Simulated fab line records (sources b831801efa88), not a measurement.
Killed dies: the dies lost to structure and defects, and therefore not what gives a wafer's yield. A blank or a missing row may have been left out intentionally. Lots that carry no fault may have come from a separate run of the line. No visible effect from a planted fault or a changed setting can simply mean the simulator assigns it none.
The same fault as seen by 2 desks | flow gf180mcu | only its own numbers are on each desk; what lay behind them is given at the end

== TOOL OWNER'S DESK, litho track-04 ==
The tool's own readings at GF_VT_IMPLANT_DEVELOP_39 (develop time 60 s): means of the sampled wafers that have a number, for each lot that ran on this tool. A lot is out of limits, marked OUT, if its mean lies more than 4 standard deviations from the usual mean; the brackets give that distance.
Columns: A = resist line temp C at GF_VT_IMPLANT_DEVELOP_39, usual 23.00 C
lot  | first seen here | A
L760 | day 8 04:26     | 23.07
L766 | day 9 17:52     | 22.90
L769 | day 10 14:26    | 22.87
L781 | day 13 22:25    | 23.12
This desk's verdict: no lot among the 4 shows anything out of limits.

== AT THE METROLOGY DESK ==
What the gauges read for every lot (on any tool): the sampled wafers with a number, averaged. A lot is out of limits, marked OUT, if its mean lies more than 4 standard deviations from the usual mean; the brackets give that distance. It has 11 readings; the 7 that lie furthest out on some lot are the ones shown.
Columns: A = VT_IMPLANT_3_TW at GF_VT_IMPLANT_TW_MEAS_32, usual 265.9; B = VT_IMPLANT_4_TW at GF_VT_IMPLANT_TW_MEAS_43, usual 687; C = MVSD_RS at GF_VT_IMPLANT_RS_MEAS_46, usual 456.5 ohm/sq; D = NWELL_RS at GF_VT_IMPLANT_RS_MEAS_47, usual 487.8 ohm/sq; E = MVPSD_RS at GF_VT_IMPLANT_RS_MEAS_49, usual 1168.6 ohm/sq; F = DUAL_GATE_OVL at GF_DUAL_GATE_OVL_MEAS_11, usual 0.9 nm; G = POLY_GATE_CVD_00_THK at GF_POLY_GATE_THK_MEAS_01, usual 199.8 nm
lot  | first seen here | A     | B   | C     | D     | E      | F    | G
L759 | day 7 01:54     | 263.5 | 692 | 455.8 | 486.9 | 1172.6 | 1.4  | 200.1
L760 | day 7 11:56     | 264.2 | 689 | 454.7 | 487.5 | 1166.5 | 4.1  | 203.5
L766 | day 9 00:12     | 264.4 | 689 | 458.6 | 488.0 | 1168.6 | -0.1 | 196.1
L767 | day 9 06:55     | 269.6 | 691 | 457.0 | 485.5 | 1165.7 | 1.5  | 201.2
L769 | day 9 20:41     | 265.9 | 686 | 457.4 | 488.1 | 1169.7 | 0.4  | 199.5
L781 | day 13 02:08    | 264.9 | 689 | 457.4 | 487.9 | 1167.8 | 0.4  | 201.3
This desk's verdict: no lot among the 6 shows anything out of limits.

== PUT TOGETHER ==
The tool owner's desk saw nothing out of limits.
Metrology desk: nothing out of limits seen.

== WHAT THE SIMULATOR PUT IN ==
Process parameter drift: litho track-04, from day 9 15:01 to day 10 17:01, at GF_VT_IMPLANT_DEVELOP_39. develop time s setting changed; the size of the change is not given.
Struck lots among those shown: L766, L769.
